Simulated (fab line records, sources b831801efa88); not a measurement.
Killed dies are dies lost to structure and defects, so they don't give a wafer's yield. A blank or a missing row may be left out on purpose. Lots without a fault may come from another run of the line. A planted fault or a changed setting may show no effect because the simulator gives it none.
Chamber matching | flow sfq_line | SFQ_TRILAYER_I7_CMP_CMP_184 on cmp-01: 4 sister chambers
The step polishes SiO2. 14 wafers are shown with their chamber, then 7 later ones without.

WAFERS WITH THEIR CHAMBER
wafer  | chamber | motor_current_A (A) | time_to_endpoint_s (s) | platen_rpm (rpm)
L676.2 | 3       | 11.6                | 233                    | 59.96
L676.4 | 1       | 9.3                 | 220                    | 60.03
L676.5 | 0       | 12.1                | 219                    | 60.01
L679.1 | 1       | 9.6                 | 223                    | 60.09
L679.4 | 3       | 11.2                | 244                    | 60.04
L679.5 | 2       | 11.2                | 227                    | 60.01
L682.2 | 1       | 9.5                 | 218                    | 60.07
L682.4 | 2       | 11.4                | 223                    | 59.97
L682.5 | 1       | 10.2                | 217                    | 60.07
L683.2 | 3       | 11.5                | 224                    | 59.89
L683.4 | 1       | 9.0                 | 218                    | 60.04
L683.5 | 3       | 11.1                | 229                    | 59.97
L684.1 | 0       | 11.9                | 212                    | 60.02
L684.4 | 2       | 11.2                | 223                    | 59.98

SIGNATURES (means of the wafers above)
reading            | chamber 0 | chamber 1 | chamber 2 | chamber 3 | scatter within a chamber
motor_current_A    | 12.000    | 9.520     | 11.267    | 11.350    | 0.317
time_to_endpoint_s | 215.50    | 219.20    | 224.33    | 232.50    | 5.24
platen_rpm         | 60.0150   | 60.0600   | 59.9867   | 59.9650   | 0.0382
Rule: a wafer's distance from a chamber is the root of the sum, over the readings, of the square of ((its reading less the chamber's mean) divided by the reading's scatter). The wafer belongs to the nearest chamber; if the next one is less than 2 further off, it can't be placed. The scatter: the root of (the sum of the squares of (reading less its chamber's mean) over the shown wafers, divided by (wafers less chambers)).

WAFERS WITHOUT THEIR CHAMBER
wafer  | motor_current_A (A) | time_to_endpoint_s (s) | platen_rpm (rpm)
L684.6 | 11.6                | 218                    | 60.01
L685.3 | 10.5                | 220                    | 60.00
L685.1 | 11.7                | 223                    | 59.94
L685.5 | 11.0                | 225                    | 59.99
L688.1 | 11.7                | 213                    | 60.04
L688.4 | 11.1                | 216                    | 60.01
L688.6 | 11.5                | 222                    | 60.02

WHICH CHAMBER EACH WENT THROUGH
wafer  | from the rows above          | in truth
L684.6 | can't be placed: 0 or 2 or 3 | 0
L685.3 | can't be placed: 2 or 1 or 3 | 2
L685.1 | can't be placed: 2 or 3 or 0 | 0
L685.5 | can't be placed: 2 or 3      | 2
L688.1 | can't be placed: 0 or 2      | 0
L688.4 | can't be placed: 2 or 0 or 3 | 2
L688.6 | can't be placed: 2 or 0 or 3 | 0
Placed correctly: 0 of 7. Can't be placed from these rows: 7 (the true chamber is among the candidates in 7). Placed wrongly: 0.
